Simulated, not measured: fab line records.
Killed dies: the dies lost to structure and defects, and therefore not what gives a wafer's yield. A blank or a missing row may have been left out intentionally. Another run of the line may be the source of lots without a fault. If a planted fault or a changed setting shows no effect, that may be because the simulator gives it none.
fab line records -- flow sky130
record: lots: 7, wafers: 21, last_day: 49
route steps=708 shown FIELD_ISO@4 PAD_OPEN@708
lots with no fault: from the same line, run without faults
start_h: start of the lot's first displayed wafer, in hours after the record's first day -- wait_h: hours elapsed since this lot's preceding step -- " as in the row above -- L1.1+2: a single row standing in for several wafers -- - value missing, or start not given -- * or withheld: withheld -- < > ~ a bound
route shown NAME@n: names a module that has steps shown in the file, with the first one's number in the route -- usual: the fault-free wafers' mean and standard deviation -- same: alike in all rows -- chamber/n: place in a boat -- sites: per-site readings -- _std_site: standard deviation of those values -- _edge_site: outer sites' mean less inner sites' -- radius_mm: for every site, how far away it sits from the centre of the wafer -- mask NAME#n: copy n -- behind: the tool/chamber that last shaped the wafer -- hold: why the lot went on hold/how many hours it stayed there/how the hold came to an end -- device: the transistor (n, p or np) that didn't switch -- end of line: the tests these same wafers got at the end of their route -- a step with no rows: only its recipe -- killed: at the first sort, the dies lost to defects and structure; wafer yield is something else -- map: dies across one wafer; x = killed, . = not, _ = none there
set.NAME: the run value of the setting; set.NAME@STEP: its run value at that earlier step -- model.NAME: the simulator's own value behind a step, which no gauge read
certain route steps with their lots: each step a table, each wafer a row
services: when a tool's chamber went out of use (start_h, in hours from the record's first day, below 0 if earlier), for how many hours, and the reason
== steps ==
step: SKY_FIELD_ISO_CVD_03
recipe: material: Si3N4, precursor: DCS/NH3, target_thk_nm: 165, temp_c: 770, time_s: 2830, pressure_mtorr: 250
step: SKY_FIELD_ISO_THK_MEAS_04
recipe: reads: Si3N4_of_FIELD_ISO_CVD_03
usual: FIELD_ISO_CVD_03_THK: 165.9/1.5
lot.wafer,tool,chamber,start_h,wait_h,FIELD_ISO_CVD_03_THK[nm]
L633.1,film_metro-03,-,21.40,0.0,167.3
L633.2,film_metro-03,-,21.40,0.0,165.9
L633.4,film_metro-03,-,21.40,0.0,168.2
L636.1,film_metro-01,-,35.01,0.0,165.3
L636.3,film_metro-01,-,35.01,0.0,164.8
L636.5,film_metro-01,-,35.01,0.0,165.0
L637.2,film_metro-01,-,40.44,0.0,168.8
L637.4,film_metro-01,-,40.44,0.0,167.6
L637.5,film_metro-01,-,40.44,0.0,166.5
L638.3,film_metro-04,-,46.41,0.0,166.3
L638.5,film_metro-04,-,46.41,0.0,167.7
L638.6,film_metro-04,-,46.41,0.0,166.0
L646.2,film_metro-03,-,83.67,0.0,165.8
L646.5,film_metro-03,-,83.67,0.0,164.8
L646.6,film_metro-03,-,83.67,0.0,165.4
L649.1,film_metro-01,-,98.48,0.0,167.6
L649.4,film_metro-01,-,98.48,0.0,165.5
L649.6,film_metro-01,-,98.48,0.0,167.0
L651.1,film_metro-03,-,110.85,0.0,163.7
L651.2,film_metro-03,-,110.85,0.0,165.7
L651.5,film_metro-03,-,110.85,0.0,166.0
step: SKY_FIELD_ISO_DEHYDRATE_05
recipe: temp_c: 200, time_s: 60
step: SKY_FIELD_ISO_HMDS_06
recipe: prime_time_s: 60, prime_temp_c: 120
step: SKY_FIELD_ISO_COAT_07
recipe: resist: BARC, temp_c: withheld, time_s: withheld, spin_rpm: 3000, resist_thk_nm: 60
step: SKY_FIELD_ISO_COAT_08
recipe: resist: KrF-thick, spin_rpm: 3000, resist_thk_nm: 450
step: SKY_FIELD_ISO_SOFTBAKE_09
recipe: temp_c: 100, time_s: 90, resist: KrF-thick
step: SKY_FIELD_ISO_EXPOSE_10
recipe: mask_id: FOM, na: 0.68, source_shape: annular, sigma_inner: 0.4, sigma_outer: 0.8, target_cd_nm: 150, dose_mj: 28
step: SKY_FIELD_ISO_PEB_11
recipe: peb_temp_c: withheld, peb_time_s: withheld, resist: KrF-thick
step: SKY_FIELD_ISO_DEVELOP_12
recipe: develop_time_s: 60, resist: KrF-thick, dev_temp_c: 21
step: SKY_FIELD_ISO_CD_MEAS_13
recipe: target_cd_nm: 150
usual: cd_nm: 150.0/1.4
lot.wafer,tool,chamber,start_h,wait_h,cd_nm
L633.1,cd_sem-01,-,36.94,-,150.4
L633.2,cd_sem-01,-,36.94,-,150.5
L633.4,cd_sem-01,-,36.94,-,151.7
L636.1,cd_sem-02,-,49.91,-,150.7
L636.3,cd_sem-02,-,49.91,-,150.6
L636.5,cd_sem-02,-,49.91,-,149.6
L637.2,cd_sem-02,-,55.76,-,149.6
L637.4,cd_sem-02,-,55.76,-,150.2
L637.5,cd_sem-02,-,55.76,-,149.8
L638.3,cd_sem-02,-,61.35,-,150.2
L638.5,cd_sem-02,-,61.35,-,150.3
L638.6,cd_sem-02,-,61.35,-,150.3
L646.2,cd_sem-01,-,100.53,-,149.2
L646.5,cd_sem-01,-,100.53,-,149.7
L646.6,cd_sem-01,-,100.53,-,149.9
L649.1,cd_sem-02,-,115.51,-,152.6
L649.4,cd_sem-02,-,115.51,-,152.8
L649.6,cd_sem-02,-,115.51,-,151.2
L651.1,cd_sem-01,-,129.14,-,150.0
L651.2,cd_sem-01,-,129.14,-,148.1
L651.5,cd_sem-01,-,129.14,-,149.8
step: SKY_FIELD_ISO_ETCH_14
recipe: chemistry: N2/H2, target: BARC, ion_energy_ev: 200, source_w: 500, bias_w: 100, pressure_mtorr: 30, n2_flow_sccm: 100, h2_flow_sccm: 200, stop_on: SiO2, time_s: 45.9, target_depth_a: 600
usual: bias_w: 100.0/0.32, chamber_pressure_mTorr: 29.998/0.027, drypump_motor_current_A: 5.9/0.43, oes_product_au: 0.855/0.0042, throttle_valve_pct: 13.224/0.01
lot.wafer,tool,chamber,start_h,wait_h,bias_w,chamber_pressure_mTorr,drypump_motor_current_A,oes_product_au,rf_hours_counter_h,throttle_valve_pct
L633.1,rie_diel-01,0,37.06,0.1,100.3,30.005,6.6,0.847,119,13.226
L633.2,rie_diel-01,3,37.06,0.1,100.0,29.993,5.7,0.860,7,13.232
L633.4,rie_diel-01,1,37.06,0.1,100.0,29.947,6.0,0.856,83,13.225
L636.1,rie_diel-04,2,50.03,0.1,99.7,29.982,5.3,0.856,35,13.221
L636.3,rie_diel-04,0,50.03,0.1,99.8,29.972,5.6,0.855,130,13.215
L636.5,rie_diel-04,3,50.03,0.1,99.6,29.988,6.6,0.857,-,13.229
L637.2,rie_diel-01,0,55.86,0.1,100.3,30.008,6.6,0.858,119,13.230
L637.4,rie_diel-01,3,55.86,0.1,100.0,29.987,5.7,0.853,7,13.231
L637.5,rie_diel-01,2,55.86,0.1,100.3,30.053,5.1,0.849,-,13.233
L638.3,rie_diel-02,0,61.43,0.1,100.5,30.040,6.0,0.852,17,13.227
L638.5,rie_diel-02,2,61.43,0.1,100.3,30.022,5.8,0.852,-,13.236
L638.6,rie_diel-02,3,61.43,0.1,100.2,29.995,6.0,0.858,-,13.214
L646.2,rie_diel-02,1,100.63,0.1,100.3,30.003,5.9,0.850,22,13.236
L646.5,rie_diel-02,1,100.63,0.1,100.5,30.007,5.9,0.856,-,13.225
L646.6,rie_diel-02,0,100.63,0.1,99.4,30.006,6.0,0.852,-,13.224
L649.1,rie_diel-01,0,115.63,0.1,100.4,29.976,6.6,0.859,120,13.218
L649.4,rie_diel-01,1,115.63,0.1,99.9,29.949,5.9,0.856,84,13.212
L649.6,rie_diel-01,2,115.63,0.1,100.3,30.053,5.1,0.854,-,13.241
L651.1,rie_diel-04,3,129.26,0.1,100.4,29.987,6.6,0.864,147,13.223
L651.2,rie_diel-04,0,129.26,0.1,100.1,29.967,5.6,0.858,132,13.232
L651.5,rie_diel-04,2,129.26,0.1,99.9,29.980,5.3,0.858,-,13.213
step: SKY_FIELD_ISO_ETCH_15
recipe: chemistry: CHF3/O2, target_depth_nm: 180, stop_on: Si, source_w: 600, bias_w: 200, pressure_mtorr: 40, chf3_flow_sccm: 50, O2_flow_sccm: 5, time_s: 72
usual: O2_flow_sccm: 5.000/0.014, bias_w: 199.9/0.64, drypump_motor_current_A: 5.9/0.42, oes_product_au: 0.948/0.0073, throttle_valve_pct: 8.846/0.0093
lot.wafer,tool,chamber,start_h,wait_h,O2_flow_sccm,bias_w,drypump_motor_current_A,oes_product_au,rf_hours_counter_h,throttle_valve_pct,model.KrF-thick_of_FIELD_ISO_COAT_08.thk_nm
L633.1,rie_diel-01,0,37.11,0.0,5.010,201.1,6.6,0.954,119,8.856,231.3
L633.2,rie_diel-01,3,37.11,0.0,4.991,199.6,5.7,0.948,7,8.854,233.8
L633.4,rie_diel-01,1,37.11,0.0,4.963,200.4,6.0,0.958,83,8.848,239
L636.1,rie_diel-04,2,50.07,0.0,-,-,-,-,-,-,394.5
L636.3,rie_diel-04,0,50.07,0.0,-,-,-,-,-,-,395
L636.5,rie_diel-04,3,50.07,0.0,-,-,-,-,-,-,393.5
L637.2,rie_diel-01,0,55.91,0.0,-,-,-,-,-,-,392.9
L637.4,rie_diel-01,3,55.91,0.0,-,-,-,-,-,-,393.7
L637.5,rie_diel-01,2,55.91,0.0,-,-,-,-,-,-,392.2
L638.3,rie_diel-02,0,61.47,0.0,-,-,-,-,-,-,392
L638.5,rie_diel-02,2,61.47,0.0,-,-,-,-,-,-,392.8
L638.6,rie_diel-02,3,61.47,0.0,-,-,-,-,-,-,391.3
L646.2,rie_diel-02,1,100.67,0.0,4.998,198.2,5.9,0.955,22,8.832,234.8
L646.5,rie_diel-02,1,100.67,0.0,4.999,200.2,5.9,0.949,-,8.838,232
L646.6,rie_diel-02,0,100.67,0.0,5.009,199.0,6.0,0.950,-,8.846,237.5
L649.1,rie_diel-01,0,115.67,0.0,5.008,199.7,6.6,0.957,120,8.846,234.2
L649.4,rie_diel-01,1,115.67,0.0,5.002,200.8,5.9,0.952,84,8.852,239.6
L649.6,rie_diel-01,2,115.67,0.0,5.005,200.2,5.1,0.952,-,8.841,236.5
L651.1,rie_diel-04,3,129.31,0.0,5.010,201.0,6.6,0.948,147,8.847,230.8
L651.2,rie_diel-04,0,129.31,0.0,5.004,200.6,5.6,0.951,132,8.846,239.9
L651.5,rie_diel-04,2,129.31,0.0,5.002,200.1,5.3,0.952,-,8.830,240
step: SKY_FIELD_ISO_STRIP_16
recipe: chemistry: O2/N2, power_w: 1400, pressure_mtorr: 1500, platen_temp_c: withheld, o2_flow_sccm: 3000, n2_flow_sccm: 300, overash_fraction: 0.5
usual: drypump_motor_current_A: 6.10/0.28, oes_product_au: 0.378/0.0047, strip_time_to_endpoint_s: 3.55/0.035
lot.wafer,tool,chamber,start_h,wait_h,drypump_motor_current_A,oes_product_au,rf_hours_counter_h,strip_time_to_endpoint_s
L633.1,plasma_asher-04,0,37.16,0.0,6.46,0.376,33,3.49
L633.2,plasma_asher-04,1,37.16,0.0,6.42,0.380,33,3.51
L633.4,plasma_asher-04,0,37.16,0.0,6.44,0.375,-,3.57
L636.1,plasma_asher-03,1,50.13,0.0,6.32,0.448,24,5.22
L636.3,plasma_asher-03,0,50.13,0.0,6.04,0.435,-,5.22
L636.5,plasma_asher-03,0,50.13,0.0,6.02,0.444,-,5.19
L637.2,plasma_asher-01,0,55.96,0.0,5.86,0.444,39,5.18
L637.4,plasma_asher-01,1,55.96,0.0,5.70,0.455,-,5.20
L637.5,plasma_asher-01,1,55.96,0.0,5.74,0.446,-,5.20
L638.3,plasma_asher-04,1,61.56,0.1,6.44,0.443,-,5.19
L638.5,plasma_asher-04,1,61.56,0.1,6.45,0.446,-,5.18
L638.6,plasma_asher-04,0,61.56,0.1,6.43,0.447,-,5.19
L646.2,plasma_asher-01,0,100.72,0.0,5.88,0.385,43,3.53
L646.5,plasma_asher-01,1,100.72,0.0,5.71,0.371,-,3.51
L646.6,plasma_asher-01,0,100.72,0.0,5.87,0.377,-,3.55
L649.1,plasma_asher-03,1,115.73,0.0,6.32,0.382,32,3.52
L649.4,plasma_asher-03,0,115.73,0.0,6.08,0.379,-,3.57
L649.6,plasma_asher-03,0,115.73,0.0,6.04,0.383,-,3.55
L651.1,plasma_asher-03,1,129.36,0.0,6.30,0.372,33,3.51
L651.2,plasma_asher-03,0,129.36,0.0,6.04,0.380,33,3.59
L651.5,plasma_asher-03,1,129.36,0.0,6.30,0.385,-,3.60
step: SKY_FIELD_ISO_ETCH_17
recipe: target_depth_a: 3420, mask_material: Si3N4, chemistry: HBr/Cl2/O2, target: Si, taper_deg: 5, icp_w: 600, bias_w: 150, pressure_mtorr: 15, HBr_flow_sccm: 150, Cl2_flow_sccm: 40, O2_flow_sccm: 6, time_s: 97.7
usual: HBr_flow_sccm: 150.0/0.5, O2_flow_sccm: 6.000/0.019, drypump_motor_current_A: 5.7/0.41, mfc_cl2_sccm: 39.98/0.1, oes_product_au: 1.003/0.011, throttle_valve_pct: 25.654/0.012
lot.wafer,tool,chamber,start_h,wait_h,HBr_flow_sccm,O2_flow_sccm,drypump_motor_current_A,mfc_cl2_sccm,oes_product_au,rf_hours_counter_h,throttle_valve_pct
L633.1,rie_si-02,1,37.26,0.1,148.9,5.977,5.0,40.00,0.989,129,25.670
L633.2,rie_si-02,3,37.26,0.1,149.8,5.986,5.6,39.88,0.993,158,25.666
L633.4,rie_si-02,2,37.26,0.1,149.3,5.999,6.1,39.93,1.025,-,25.640
L636.1,rie_si-01,2,50.23,0.1,150.1,6.014,6.2,39.94,1.006,50,25.645
L636.3,rie_si-01,1,50.23,0.1,149.4,5.982,5.2,40.03,1.003,142,25.647
L636.5,rie_si-01,0,50.23,0.1,149.2,5.959,5.6,39.95,1.005,-,25.665
L637.2,rie_si-01,0,56.06,0.1,150.8,6.005,5.6,40.09,0.996,110,25.665
L637.4,rie_si-01,3,56.06,0.1,150.1,5.989,6.0,40.05,1.012,79,25.639
L637.5,rie_si-01,2,56.06,0.1,149.5,5.999,6.2,39.90,1.008,-,25.652
L638.3,rie_si-01,1,61.63,0.0,151.3,5.987,5.2,40.05,1.006,142,25.637
L638.5,rie_si-01,3,61.63,0.0,150.0,6.022,5.9,39.97,1.010,-,25.647
L638.6,rie_si-01,0,61.63,0.0,150.3,5.984,5.6,39.94,1.003,-,25.660
L646.2,rie_si-02,1,100.82,0.1,150.0,5.979,5.0,40.07,0.981,130,25.670
L646.5,rie_si-02,2,100.82,0.1,149.8,5.970,6.2,40.08,1.000,-,25.641
L646.6,rie_si-02,3,100.82,0.1,150.4,6.014,5.6,40.03,1.000,-,25.638
L649.1,rie_si-02,2,115.83,0.1,150.9,6.035,6.1,39.95,1.003,58,25.650
L649.4,rie_si-02,1,115.83,0.1,150.2,6.014,5.0,40.07,0.984,130,25.653
L649.6,rie_si-02,0,115.83,0.1,150.4,6.021,5.5,39.99,0.996,-,25.674
L651.1,rie_si-02,1,129.46,0.1,150.2,5.998,5.0,39.98,0.984,130,25.667
L651.2,rie_si-02,3,129.46,0.1,150.4,5.992,5.6,39.95,1.009,1,25.661
L651.5,rie_si-02,0,129.46,0.1,150.0,6.003,5.5,40.06,0.991,-,25.671
step: SKY_PAD_OPEN_PROBE_99
usual: killed_at_M0_to_M3: 43/7.6, killed_at_M4_up: 2.9/1.7, killed_at_contacts: 24/5.5, killed_at_front_end: 15/4.2, killed_at_other: 0.3/0.52, killed_dies: 86/9.4, killed_on_rim: 17/4, killed_open: 47/7, killed_short: 39/6.4
same: gross_dies: 492, killed_at_back_side: 0
lot.wafer,tool,chamber,start_h,wait_h,killed_at_M0_to_M3,killed_at_M4_up,killed_at_contacts,killed_at_front_end,killed_at_other,killed_dies,killed_on_rim,killed_open,killed_short
L633.1,prober-02,-,1089.23,0.1,46,3,35,18,0,102,21,59,42
L633.2,prober-02,-,1089.28,0.1,52,4,25,11,1,93,14,51,40
L633.4,prober-02,-,1089.38,0.2,67,2,27,13,0,109,27,57,52
L636.1,prober-02,-,1100.87,0.1,45,1,18,427,1,492,96,41,40
L636.3,prober-02,-,1100.97,0.2,44,1,22,425,0,492,96,35,48
L636.5,prober-02,-,1101.07,0.2,33,6,21,431,1,492,96,43,37
L637.2,prober-01,-,1108.70,0.1,44,0,29,419,0,492,96,49,48
L637.4,prober-01,-,1108.80,0.2,53,1,20,418,0,492,96,57,38
L637.5,prober-01,-,1108.85,0.2,45,1,24,422,0,492,96,45,48
L638.3,prober-02,-,1114.99,0.2,43,3,29,417,0,492,96,51,36
L638.5,prober-02,-,1115.09,0.2,34,1,24,433,0,492,96,39,32
L638.6,prober-02,-,1115.14,0.2,45,3,19,425,0,492,96,37,48
L646.2,prober-02,-,1163.70,0.1,33,2,20,13,0,68,11,43,25
L646.5,prober-02,-,1163.85,0.2,50,6,19,10,0,85,17,57,28
L646.6,prober-02,-,1163.90,0.2,43,5,26,15,0,89,15,55,34
L649.1,prober-01,-,1176.88,0.1,54,1,22,14,0,91,17,58,33
L649.4,prober-01,-,1177.03,0.2,37,3,19,15,0,74,14,42,32
L649.6,prober-01,-,1177.13,0.2,44,0,22,11,0,77,11,42,35
L651.1,prober-01,-,1185.35,0.1,41,3,28,28,1,101,15,53,48
L651.2,prober-01,-,1185.40,0.1,59,4,23,19,0,105,17,58,45
L651.5,prober-01,-,1185.55,0.2,45,3,20,16,0,84,14,46,38
killed by level:class
L633.1 LI_CONTACT:geometric_particle:open=12 CONTACT:geometric_particle:open=11 VIA1:geometric_particle:open=10 VIA1:geometric_particle:short=7 VIA2:geometric_particle:open=6 FIELD_ISO:geometric_particle:short=5 POLY_GATE:geometric_particle:open=5 CONTACT:geometric_particle:short=5
L633.2 VIA1:geometric_particle:open=14 VIA3:geometric_particle:open=13 CONTACT:geometric_particle:open=11 METAL2:geometric_particle:short=8 FIELD_ISO:geometric_particle:short=4 VIA2:geometric_particle:open=4 LOCAL_INTERCONNECT:geometric_particle:short=4 CONTACT:geometric_particle:short=4
L633.4 VIA1:geometric_particle:open=17 VIA2:geometric_particle:open=10 METAL1:geometric_particle:short=9 VIA1:geometric_particle:short=9 CONTACT:geometric_particle:short=8 CONTACT:geometric_particle:open=8 LI_CONTACT:geometric_particle:open=7 VIA3:geometric_particle:short=6
L636.1 FIELD_ISO:area_etch=411 VIA1:geometric_particle:open=11 METAL1:geometric_particle:short=8 VIA3:geometric_particle:open=6 METAL2:geometric_particle:short=6 FIELD_ISO:geometric_particle:open=5 CONTACT:geometric_particle:short=5 VIA1:geometric_particle:short=5
L636.3 FIELD_ISO:area_etch=409 METAL1:geometric_particle:short=10 CONTACT:geometric_particle:open=7 LOCAL_INTERCONNECT:geometric_particle:short=7 METAL2:geometric_particle:short=7 VIA2:geometric_particle:open=6 VIA2:geometric_particle:short=4 POLY_GATE:geometric_particle:open=4
L636.5 FIELD_ISO:area_etch=412 CONTACT:geometric_particle:open=8 METAL1:geometric_particle:short=7 FIELD_ISO:geometric_particle:open=6 VIA3:geometric_particle:open=6 LOCAL_INTERCONNECT:geometric_particle:short=5 CONTACT:geometric_particle:short=5 VIA1:geometric_particle:open=5
L637.2 FIELD_ISO:area_etch=394 CONTACT:geometric_particle:open=11 METAL1:geometric_particle:short=11 VIA1:geometric_particle:open=9 FIELD_ISO:geometric_particle:open=7 LI_CONTACT:geometric_particle:open=7 FIELD_ISO:geometric_particle:short=6 METAL3:geometric_particle:short=6
L637.4 FIELD_ISO:area_etch=397 VIA1:geometric_particle:open=9 VIA2:geometric_particle:open=9 VIA3:geometric_particle:open=7 POLY_GATE:geometric_particle:short=7 LI_CONTACT:geometric_particle:open=7 POLY_GATE:geometric_particle:open=6 CONTACT:geometric_particle:open=6
L637.5 FIELD_ISO:area_etch=399 VIA1:geometric_particle:open=8 FIELD_ISO:geometric_particle:open=7 CONTACT:geometric_particle:short=6 CONTACT:geometric_particle:open=6 VIA1:geometric_particle:short=6 LOCAL_INTERCONNECT:geometric_particle:short=5 VIA2:geometric_particle:open=5
L638.3 FIELD_ISO:area_etch=402 VIA1:geometric_particle:open=10 CONTACT:geometric_particle:open=10 LI_CONTACT:geometric_particle:open=8 VIA2:geometric_particle:open=8 VIA3:geometric_particle:short=5 LI_CONTACT:geometric_particle:short=4 METAL2:geometric_particle:short=4
L638.5 FIELD_ISO:area_etch=421 CONTACT:geometric_particle:open=9 VIA1:geometric_particle:open=9 LI_CONTACT:geometric_particle:open=7 METAL2:geometric_particle:short=5 CONTACT:geometric_particle:short=4 VIA1:geometric_particle:short=4 POLY_GATE:geometric_particle:open=3
L638.6 FIELD_ISO:area_etch=405 VIA1:geometric_particle:open=8 METAL2:geometric_particle:short=7 LI_CONTACT:geometric_particle:short=6 POLY_GATE:geometric_particle:short=5 CONTACT:geometric_particle:open=5 METAL1:geometric_particle:short=4 METAL2:geometric_particle:open=4
L646.2 LI_CONTACT:geometric_particle:open=8 VIA1:geometric_particle:open=8 CONTACT:geometric_particle:open=7 METAL1:geometric_particle:short=7 VIA3:geometric_particle:open=6 FIELD_ISO:geometric_particle:open=3 METAL2:geometric_particle:open=3 FIELD_ISO:geometric_particle:short=2
L646.5 VIA2:geometric_particle:open=11 VIA1:geometric_particle:open=11 VIA3:geometric_particle:open=10 CONTACT:geometric_particle:open=8 POLY_GATE:geometric_particle:open=7 METAL1:geometric_particle:open=4 VIA1:geometric_particle:short=4 LI_CONTACT:geometric_particle:open=3
L646.6 CONTACT:geometric_particle:open=11 VIA1:geometric_particle:open=10 LI_CONTACT:geometric_particle:open=9 VIA3:geometric_particle:open=6 METAL2:geometric_particle:short=6 VIA2:geometric_particle:open=6 POLY_GATE:geometric_particle:open=4 CONTACT:geometric_particle:short=4
L649.1 VIA1:geometric_particle:open=19 CONTACT:geometric_particle:open=8 VIA2:geometric_particle:open=7 LI_CONTACT:geometric_particle:open=5 VIA1:geometric_particle:short=5 VIA3:geometric_particle:open=5 FIELD_ISO:geometric_particle:open=4 METAL1:geometric_particle:short=4
L649.4 CONTACT:geometric_particle:open=12 VIA3:geometric_particle:open=9 VIA1:geometric_particle:open=6 FIELD_ISO:geometric_particle:short=5 POLY_GATE:geometric_particle:open=5 VIA1:geometric_particle:short=5 POLY_GATE:geometric_particle:short=3 LI_CONTACT:geometric_particle:open=3
L649.6 VIA1:geometric_particle:open=9 CONTACT:geometric_particle:open=8 VIA1:geometric_particle:short=6 LI_CONTACT:geometric_particle:open=6 VIA2:geometric_particle:open=6 METAL2:geometric_particle:short=5 CONTACT:geometric_particle:short=4 METAL1:geometric_particle:short=4
L651.1 POLY_GATE:geometric_particle:short=10 VIA1:geometric_particle:open=10 CONTACT:geometric_particle:open=9 LI_CONTACT:geometric_particle:open=8 VIA2:geometric_particle:short=6 POLY_GATE:geometric_particle:open=6 FIELD_ISO:geometric_particle:short=5 LOCAL_INTERCONNECT:geometric_particle:short=5
L651.2 VIA1:geometric_particle:open=19 VIA3:geometric_particle:open=13 LOCAL_INTERCONNECT:geometric_particle:short=8 VIA1:geometric_particle:short=8 VIA2:geometric_particle:open=6 FIELD_ISO:geometric_particle:open=5 METAL1:geometric_particle:short=5 LI_CONTACT:geometric_particle:open=4
L651.5 VIA1:geometric_particle:open=10 METAL1:geometric_particle:short=7 VIA1:geometric_particle:short=7 VIA3:geometric_particle:open=7 POLY_GATE:geometric_particle:open=6 CONTACT:geometric_particle:open=6 VIA2:geometric_particle:open=5 LOCAL_INTERCONNECT:geometric_particle:short=4
map L636.1 (x killed, . not)
__________xxxxxxxxxx_________
________xxxxxxxxxxxxxx_______
______xxxxxxxxxxxxxxxxxx_____
_____xxxxxxxxxxxxxxxxxxxx____
____xxxxxxxxxxxxxxxxxxxxxx___
___xxxxxxxxxxxxxxxxxxxxxxxx__
__xxxxxxxxxxxxxxxxxxxxxxxxxx_
_xxxxxxxxxxxxxxxxxxxxxxxxxxxx
_xxxxxxxxxxxxxxxxxxxxxxxxxxxx
_xxxxxxxxxxxxxxxxxxxxxxxxxxxx
_xxxxxxxxxxxxxxxxxxxxxxxxxxxx
_xxxxxxxxxxxxxxxxxxxxxxxxxxxx
_xxxxxxxxxxxxxxxxxxxxxxxxxxxx
_xxxxxxxxxxxxxxxxxxxxxxxxxxxx
_xxxxxxxxxxxxxxxxxxxxxxxxxxxx
__xxxxxxxxxxxxxxxxxxxxxxxxxx_
___xxxxxxxxxxxxxxxxxxxxxxxx__
____xxxxxxxxxxxxxxxxxxxxxx___
_____xxxxxxxxxxxxxxxxxxxx____
______xxxxxxxxxxxxxxxxxx_____
________xxxxxxxxxxxxxx_______
__________xxxxxxxxxx_________
map L637.2 (x killed, . not)
__________xxxxxxxxxx_________
________xxxxxxxxxxxxxx_______
______xxxxxxxxxxxxxxxxxx_____
_____xxxxxxxxxxxxxxxxxxxx____
____xxxxxxxxxxxxxxxxxxxxxx___
___xxxxxxxxxxxxxxxxxxxxxxxx__
__xxxxxxxxxxxxxxxxxxxxxxxxxx_
_xxxxxxxxxxxxxxxxxxxxxxxxxxxx
_xxxxxxxxxxxxxxxxxxxxxxxxxxxx
_xxxxxxxxxxxxxxxxxxxxxxxxxxxx
_xxxxxxxxxxxxxxxxxxxxxxxxxxxx
_xxxxxxxxxxxxxxxxxxxxxxxxxxxx
_xxxxxxxxxxxxxxxxxxxxxxxxxxxx
_xxxxxxxxxxxxxxxxxxxxxxxxxxxx
_xxxxxxxxxxxxxxxxxxxxxxxxxxxx
__xxxxxxxxxxxxxxxxxxxxxxxxxx_
___xxxxxxxxxxxxxxxxxxxxxxxx__
____xxxxxxxxxxxxxxxxxxxxxx___
_____xxxxxxxxxxxxxxxxxxxx____
______xxxxxxxxxxxxxxxxxx_____
________xxxxxxxxxxxxxx_______
__________xxxxxxxxxx_________
== services ==
tool,chamber,start_h,hours,kind
rie_diel-01,-,35.05,0.9,repair
rie_si-02,-,40.83,1.9,repair
rie_si-02,3,46.62,-,clean
rie_si-02,3,46.62,15.8,scheduled_down
rie_si-02,3,46.62,15.8,vent_cycle
plasma_asher-01,-,47.77,4.6,repair
rie_diel-01,3,79.01,5.8,repair
plasma_asher-04,-,93.58,14.6,pm
plasma_asher-01,-,95.47,3.2,repair
rie_diel-01,2,100.55,2.9,repair
rie_diel-04,1,107.21,5.2,repair
rie_si-01,1,112.14,-,clean
rie_si-01,1,112.14,16.1,scheduled_down
rie_si-01,1,112.14,16.1,vent_cycle
rie_diel-04,1,112.44,-,clean
rie_diel-04,1,112.44,23.5,scheduled_down
rie_diel-04,1,112.44,23.5,vent_cycle
rie_diel-04,-,115.36,2.8,pm
rie_diel-01,2,118.34,3.0,repair
== key ==
first_sign: step: SKY_FIELD_ISO_ETCH_15, reading: tool_record, direction: missing
effect: step: SKY_FIELD_ISO_STRIP_16, reading: strip_time_to_endpoint_s, direction: up, sigmas: 48, usual: *, struck: *
effect: step: SKY_PAD_OPEN_PROBE_99, reading: killed_at_front_end, direction: up, sigmas: 97, usual: 15, struck: 424
model_effect: step: SKY_FIELD_ISO_ETCH_15, value: KrF-thick_of_FIELD_ISO_COAT_08.thk_nm, without: 236.8, struck: 393.1
more_kills_born_at: SKY_FIELD_ISO_ETCH_15@rie_diel-04: 1232, SKY_FIELD_ISO_ETCH_15@rie_diel-02: 1228, SKY_FIELD_ISO_ETCH_15@rie_diel-01: 1190
met_at SKY_FIELD_ISO_ETCH_15
struck_wafers L636.1,L636.3,L636.5,L637.2,L637.4,L637.5,L638.3,L638.5,L638.6
later_rows_left_out L636.1,L636.3,L636.5,L637.2,L637.4,L637.5,L638.3,L638.5,L638.6
tester_left_out L636,L637,L638
onset_between 37.11 50.07
fault: kind: skipped_step_whole, tool: rie_diel-01,rie_diel-02,rie_diel-04, chamber: -, onset_h: 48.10, steps: SKY_FIELD_ISO_ETCH_15, scope: struck_lots_only
tester_left_out: of these lots the tester's yield and bins aren't shown, on N5 and GAA mostly nor the transistor test; their killed dies are dies lost to structure and defects alone, not to doping, threshold or leakage, so they don't give the yield
later_rows_left_out: the simulator's readings of these wafers behind a module that went badly wrong aren't trusted and aren't shown, but for the sort
